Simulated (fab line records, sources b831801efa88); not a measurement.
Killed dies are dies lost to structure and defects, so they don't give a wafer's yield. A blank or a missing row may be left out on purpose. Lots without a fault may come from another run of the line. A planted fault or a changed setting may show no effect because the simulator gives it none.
Problem report in the 8D (eight disciplines) form, filled by code | flow sky130 | the parts of the form that need people (team, actions taken, sign-off) are left out

1. THE PROBLEM
oes_product_au at SKY_VIA2_ETCH_15 reads a mean of 0.694 a.u. on 1 wafer of 1 lot; wafers without a fault read 0.940 a.u. with a standard deviation of 0.0046. That is -53 standard deviations from the usual mean.
The step: etches SiO2 in C4F8/O2/Ar, stops on TiN, target depth 546 nm, time 84 s.
First seen on wafer L461.3, day 40 01:10, on rie_diel-02. The record holds 39 wafers of 13 lots with a number at this step. Rule for "out", or "out of limits": more than 4 standard deviations from the usual mean. The other wafers with a number count as sound.

2. WHAT IT IS AND WHAT IT IS NOT
question                    | is                | is not
which readings at this step | oes_product_au    | -
which lots                  | L461              | L449, L450, L451, L453, L454, L455, L458, L466, L469, L470, L471, L472
which wafers of those lots  | L461.3            | L461.1, L461.6
read on which tools         | rie_diel-02       | rie_diel-03, rie_diel-04
when                        | from day 40 01:10 | up to then (23 sound wafers); but 15 sound wafers of L466, L469, L470, L471, L472 came after

3. SUSPECTS, AND WHAT RULES EACH OUT
Counting: a tool at a process step up to the reading stays a suspect if it ran every lot that is out. Sound lots after the first of them don't rule it out here, since some wafers of a struck lot are sound.
- rie_diel-02 at SKY_VIA2_ETCH_15 (etches SiO2 in C4F8/O2/Ar, stops on TiN, target depth 546 nm, time 84 s): kept. It ran the lot that is out, L461 (day 40 01:10); its last sound lot up to then is L454 (day 38 05:07). Its own readings are out on those wafers: oes_product_au.
- Within rie_diel-02 at SKY_VIA2_ETCH_15: the wafers that are out ran in chamber 0; their sound lot-mates ran in chambers 1, 2.
Left after counting: rie_diel-02 at SKY_VIA2_ETCH_15.

4. THE CAUSE (what the simulator had put in)
Process parameter drift: rie_diel-02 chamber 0, from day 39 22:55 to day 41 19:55, at SKY_VIA2_ETCH_15. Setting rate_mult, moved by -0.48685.
Counting left only this tool.

5. THE CHAIN OF EFFECTS, in route order
Each row: a reading whose mean over the struck wafers that have a number lies more than 3 standard deviations from the usual. Only readings for which the record gives a usual standard deviation are gone through. hours: the time from each lot's start at the first step in this table that gives one to its start at this step, as a median over the lots. sigmas: the change in usual standard deviations.
hours | step                  | reading                  | usual      | on struck wafers | change | sigmas
0     | SKY_VIA2_ETCH_15      | oes_product_au           | 0.940 a.u. | 0.694            | -0.246 | -53
0     | SKY_VIA2_STRIP_16     | oes_product_au           | 0.399 a.u. | 0.425            | +0.026 | +5.5
0     | SKY_VIA2_STRIP_16     | strip_time_to_endpoint_s | 4.053 s    | 4.613            | +0.560 | +27
208   | SKY_PAD_OPEN_PROBE_99 | defect_limited_yield     | 81.9 %     | 0.0              | -81.9  | -43
208   | SKY_PAD_OPEN_PROBE_99 | killed_at_M0_to_M3       | 45         | 449              | +404   | +55
208   | SKY_PAD_OPEN_PROBE_99 | killed_dies              | 89         | 492              | +403   | +43
208   | SKY_PAD_OPEN_PROBE_99 | killed_on_rim            | 17         | 96               | +79    | +21
208   | SKY_PAD_OPEN_PROBE_99 | sort_bin_5_function      | 10.7 %     | 93.7             | +83.0  | +55
208   | SKY_PAD_OPEN_PROBE_99 | sort_n_pass              | 403        | 0                | -403   | -43
208   | SKY_PAD_OPEN_PROBE_99 | sort_yield_pct           | 81.9 %     | 0.0              | -81.9  | -43
The process steps in it:
- SKY_VIA2_ETCH_15: etches SiO2 in C4F8/O2/Ar, stops on TiN, target depth 546 nm, time 84 s.
- SKY_VIA2_STRIP_16: strips in O2/N2.
- SKY_PAD_OPEN_PROBE_99

6. WHAT WOULD HAVE CAUGHT IT SOONER
In this record the first reading out of limits was taken at day 40 01:10, 2 hours after the fault began at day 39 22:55.
